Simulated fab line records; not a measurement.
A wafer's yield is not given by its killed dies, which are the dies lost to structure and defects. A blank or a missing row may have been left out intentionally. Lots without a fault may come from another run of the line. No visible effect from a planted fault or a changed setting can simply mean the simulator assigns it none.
Which tool was responsible? + flow gf180mcu + 39 wafers from 13 lots sampled at 2 of the route's 602 steps

## WHAT THE GAUGES READ, wafer by wafer
GF_V1_OVL_MEAS_15. Usual: for V1_OVL the level is -2 nm and the standard deviation is 4.
| lot  | measured     | on         | V1_OVL (nm) | flag |
|------|--------------|------------|-------------|------|
| L643 | day 18 13:32 | overlay-02 | 4 -1 1      |      |
| L644 | day 19 06:29 | overlay-02 | 2 -1 2      |      |
| L645 | day 19 17:29 | overlay-01 | -8 -3 0     |      |
| L647 | day 20 09:17 | overlay-01 | 1 0 3       |      |
| L648 | day 20 14:49 | overlay-02 | 1 -4 -8     |      |
| L652 | day 22 07:02 | overlay-01 | 2 -3 0      |      |
| L654 | day 22 20:50 | overlay-01 | 3 3 10      |      |
| L656 | day 23 13:46 | overlay-01 | 4 -4 -5     |      |
| L658 | day 24 18:13 | overlay-02 | -3 -3 0     |      |
| L661 | day 25 23:05 | overlay-02 | -6 -4 -5    |      |
| L663 | day 25 23:26 | overlay-01 | -10 -1 -4   |      |
| L664 | day 26 00:01 | overlay-02 | -8 -11 -9   |      |
| L665 | day 26 18:29 | overlay-01 | 2 -3 -7     |      |

## EACH LOT AND THE TOOL THAT RAN IT (in order: tool; ch and the chambers of the sampled wafers; start)
| lot  | GF_HV_LDD_STRIP_49                   |
|------|--------------------------------------|
| L643 | plasma_asher-01 ch 0, day 12 18:34   |
| L644 | plasma_asher-04 ch 0,1, day 13 06:58 |
| L645 | plasma_asher-04 ch 0,1, day 13 15:45 |
| L647 | plasma_asher-04 ch 0,1, day 14 06:55 |
| L648 | plasma_asher-01 ch 0,1, day 14 12:52 |
| L652 | plasma_asher-01 ch 0,1, day 16 01:30 |
| L654 | plasma_asher-01 ch 0,1, day 16 15:31 |
| L656 | plasma_asher-03 ch 0,1, day 17 06:41 |
| L658 | plasma_asher-03 ch 0,1, day 18 03:52 |
| L661 | plasma_asher-01 ch 0,1, day 19 06:58 |
| L663 | plasma_asher-01 ch 0,1, day 19 10:58 |
| L664 | plasma_asher-01 ch 0,1, day 19 20:25 |
| L665 | plasma_asher-04 ch 0,1, day 20 12:09 |
- GF_HV_LDD_STRIP_49: strips in O2/N2.

## AS READ BY THE TOOLS THEMSELVES (means over the sampled wafers that have a number; for cases with no such wafer, the mark the record gives instead)
GF_HV_LDD_STRIP_49. Usual: drypump_motor_current_A 5.8 A, standard deviation 0.41; heater_power_w 328 W, standard deviation 19; n2_flow_sccm 300.2 sccm, standard deviation 0.82; oes_product_au 0.716 a.u., standard deviation 0.0045; strip_time_to_endpoint_s 12.62 s, standard deviation 0.035.
| lot  | tool            | drypump_motor_current_A (A) | heater_power_w (W) | n2_flow_sccm (sccm) | oes_product_au (a.u.) | strip_time_to_endpoint_s (s) | flag |
|------|-----------------|-----------------------------|--------------------|---------------------|-----------------------|------------------------------|------|
| L643 | plasma_asher-01 | 6.3                         | 351                | 300.3               | 0.716                 | 12.65                        |      |
| L644 | plasma_asher-04 | 5.5                         | 329                | 299.6               | 0.716                 | 12.66                        |      |
| L645 | plasma_asher-04 | 5.5                         | 326                | 301.0               | 0.719                 | 12.63                        |      |
| L647 | plasma_asher-04 | 5.5                         | 330                | 300.2               | 0.719                 | 12.69                        |      |
| L648 | plasma_asher-01 | 6.2                         | 328                | 301.4               | 0.716                 | 12.64                        |      |
| L652 | plasma_asher-01 | 6.1                         | 324                | 320.4               | 0.720                 | 12.64                        | OFF  |
| L654 | plasma_asher-01 | 6.2                         | 325                | 319.7               | 0.723                 | 12.57                        | OFF  |
| L656 | plasma_asher-03 | 5.3                         | 314                | 301.3               | 0.712                 | 12.60                        |      |
| L658 | plasma_asher-03 | 5.5                         | 301                | 299.9               | 0.713                 | 12.56                        |      |
| L661 | plasma_asher-01 | 6.2                         | 339                | 300.6               | 0.717                 | 12.60                        |      |
| L663 | plasma_asher-01 | 6.1                         | 327                | 299.5               | 0.719                 | 12.59                        |      |
| L664 | plasma_asher-01 | 6.1                         | 323                | 300.0               | 0.717                 | 12.63                        |      |
| L665 | plasma_asher-04 | 5.8                         | 342                | 299.3               | 0.718                 | 12.59                        |      |

## THE ANSWER, worked out from the rows above alone
Rule: a lot is off if the mean of its wafers that have a number lies more than 3 standard deviations from the usual mean. A lot without any number at a reading at which 4 lots or more have one is off too. The other lots that the step has rows for count as sound. After the gauges, taken in route order, come the tools' own readings; for these a lot's mean is taken, as printed above. The first step at which some lot is off is used, and at that step the reading that is off furthest; a lot without a number counts as furthest.
Off, at GF_HV_LDD_STRIP_49 on n2_flow_sccm: L652, L654.
If a tool, at that step or one of the process steps before it, ran each lot that is off and ran no sound lot following the first of them, it fits. Of those tried, none fits.

## WHAT THE SIMULATOR PUT IN
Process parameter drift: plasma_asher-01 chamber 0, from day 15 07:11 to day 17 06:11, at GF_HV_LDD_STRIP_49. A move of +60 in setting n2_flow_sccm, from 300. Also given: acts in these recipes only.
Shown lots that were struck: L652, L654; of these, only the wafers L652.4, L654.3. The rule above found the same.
